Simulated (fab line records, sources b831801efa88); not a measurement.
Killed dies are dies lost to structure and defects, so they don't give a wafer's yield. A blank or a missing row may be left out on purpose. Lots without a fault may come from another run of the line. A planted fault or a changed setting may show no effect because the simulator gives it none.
Problem report in the 8D (eight disciplines) form, filled by code | flow gf180mcu | the parts of the form that need people (team, actions taken, sign-off) are left out

1. THE PROBLEM
DNWELL_TW at GF_DNWELL_TW_MEAS_09 reads a mean of 1520 on 6 wafers of 2 lots; wafers without a fault read 1353 with a standard deviation of 8.1. That is +21 standard deviations from the usual mean.
First seen on wafer L676.1, day 7 11:19, on film_metro-02. The record holds 39 wafers of 13 lots with a number at this step. Rule for "out", or "out of limits": more than 4 standard deviations from the usual mean. The other wafers with a number count as sound.

2. WHAT IT IS AND WHAT IT IS NOT
question                    | is                     | is not
which readings at this step | DNWELL_TW              | -
which lots                  | L676, L678             | L656, L659, L660, L661, L662, L664, L665, L666, L667, L668, L669
which wafers of those lots  | all that have a number | -
read on which gauges        | film_metro-02          | film_metro-03, film_metro-04
when                        | from day 7 11:19       | up to then (33 sound wafers)

3. SUSPECTS, AND WHAT RULES EACH OUT
Counting: a tool at a process step up to the reading stays a suspect if it ran every lot that is out and no sound lot after the first of them.
- the gauge at GF_DNWELL_TW_MEAS_09: ruled out. All the wafers that are out were read on film_metro-02, but those of them that GF_DNWELL_IMPLANT_07 has rows for are out there too, on other tools.
- implanter-01 at GF_DNWELL_IMPLANT_07: kept. It ran every lot that is out, first L676 (day 7 11:04), and no sound lot after that; its last sound lot up to then is L669 (day 5 19:46). Its own readings are out on those wafers: tilt_deg.
Left after counting: implanter-01 at GF_DNWELL_IMPLANT_07.

4. THE CAUSE (what the simulator had put in)
Process parameter drift: implanter-01, from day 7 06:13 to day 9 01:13, at GF_DNWELL_IMPLANT_07. Setting tilt_deg, moved by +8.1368, from 0. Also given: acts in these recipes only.
Counting left only this tool.

5. THE CHAIN OF EFFECTS, in route order
Each row: a reading whose mean over the struck wafers that have a number lies more than 3 standard deviations from the usual. Only readings for which the record gives a usual standard deviation are gone through. hours: the time from each lot's start at the first step in this table that gives one to its start at this step, as a median over the lots. sigmas: the change in usual standard deviations.
hours | step                 | reading   | usual          | on struck wafers | change | sigmas
0     | GF_DNWELL_IMPLANT_07 | tilt_deg  | -0.003 degrees | 8.139            | +8.142 | +99 or more
0     | GF_DNWELL_TW_MEAS_09 | DNWELL_TW | 1353           | 1520             | +167   | +21
The process steps in it:
- GF_DNWELL_IMPLANT_07
Later measuring or inspecting steps at which every struck wafer that the step has a row for has a number for every such reading, and none has moved that far: GF_SAB_OVL_MEAS_10, GF_M1_THK_MEAS_06.

6. WHAT WOULD HAVE CAUGHT IT SOONER
In this record the first reading out of limits at a measuring or inspecting step was taken at day 7 11:19, 5 hours after the fault began at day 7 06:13.
The tool's own readings at GF_DNWELL_IMPLANT_07 were out on every struck wafer that the step has a row for (tilt_deg): an alarm limit on them would have fired on the first of those.
Of the lots that are out (2), L678 began GF_DNWELL_IMPLANT_07 on implanter-01 after day 7 11:19. A hold on the tool at that time would have spared it.
